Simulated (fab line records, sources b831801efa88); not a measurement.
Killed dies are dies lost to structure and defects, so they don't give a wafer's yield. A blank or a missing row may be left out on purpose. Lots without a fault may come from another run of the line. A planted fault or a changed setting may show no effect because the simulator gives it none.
One fault seen from 2 desks | flow gf180mcu | each desk has only its own numbers; what lay behind them comes last

THE METROLOGY DESK
What the gauges read, lot by lot, whatever tool the lot ran on: means of the sampled wafers that have a number. A lot is out of limits, marked OUT, if its mean lies more than 4 standard deviations from the usual mean; the brackets give that distance.
Columns: A = MIM_CVD_05_THK at GF_MIM_THK_MEAS_06, usual 42.1 nm; B = TOP_METAL_ALCU_RS at GF_TOP_METAL_RS_MEAS_05, usual 0.0327 ohm/sq
lot  | first seen here | A    | B
L227 | day 24 17:18    | 42.6 | 0.0332
L228 | day 25 00:01    | 41.7 | 0.0324
L229 | day 25 06:29    | 42.8 | 0.0325
L230 | day 25 16:58    | 41.3 | 0.0324
L231 | day 26 02:04    | 41.6 | 0.0322
L232 | day 26 11:32    | 42.8 | 0.0323
L233 | day 26 16:31    | 42.5 | 0.0325
L234 | day 27 02:31    | 41.9 | 0.0328
L242 | day 29 11:57    | 41.8 | 0.0322
L244 | day 30 04:53    | 42.0 | 0.0337
L245 | day 30 11:27    | 41.9 | 0.0330
L249 | day 31 06:20    | 41.5 | 0.0331
This desk's finding: nothing out of limits on any of the 12 lots.

THE TOOL OWNER'S DESK: pvd_sputter-03
The tool's own readings at GF_V5_SPUTTER_22 (material TiN, target thk 10 nm, time 40 s): means of the sampled wafers that have a number, for each lot that ran on this tool. A lot is out of limits, marked OUT, if its mean lies more than 4 standard deviations from the usual mean; the brackets give that distance.
Columns: A = chamber_pressure_pa at GF_V5_SPUTTER_22, usual 5.000 Pa; B = throttle_valve_pct at GF_V5_SPUTTER_22, usual 29.6 %
lot  | first seen here | A               | B
L228 | day 27 18:49    | 5.002           | 30.2
L242 | day 31 21:52    | 5.627 (+57) OUT | 27.9
L244 | day 32 11:31    | 5.615 (+56) OUT | 27.5
This desk's finding: out of limits on L242, L244; first on L242, day 31 21:52 (chamber_pressure_pa at GF_V5_SPUTTER_22). In limits: L228.

PUT TOGETHER
The tool owner's desk could have raised an alarm at day 31 21:52, on L242, L244.
The metrology desk saw nothing out of limits.
The metrology desk has L242, L244 on record, within its limits.
Of the lots named, all ran GF_V5_SPUTTER_22 on pvd_sputter-03.

WHAT THE SIMULATOR HAD PUT IN
Process parameter drift: pvd_sputter-03, from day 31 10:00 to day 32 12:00, at GF_V5_SPUTTER_22. Setting chamber_pressure_pa, moved by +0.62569, from 5. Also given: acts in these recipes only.
Lots struck among those shown: L242, L244.
Hours from the fault's start to each desk's first reading out of limits: the tool owner's desk, 12.
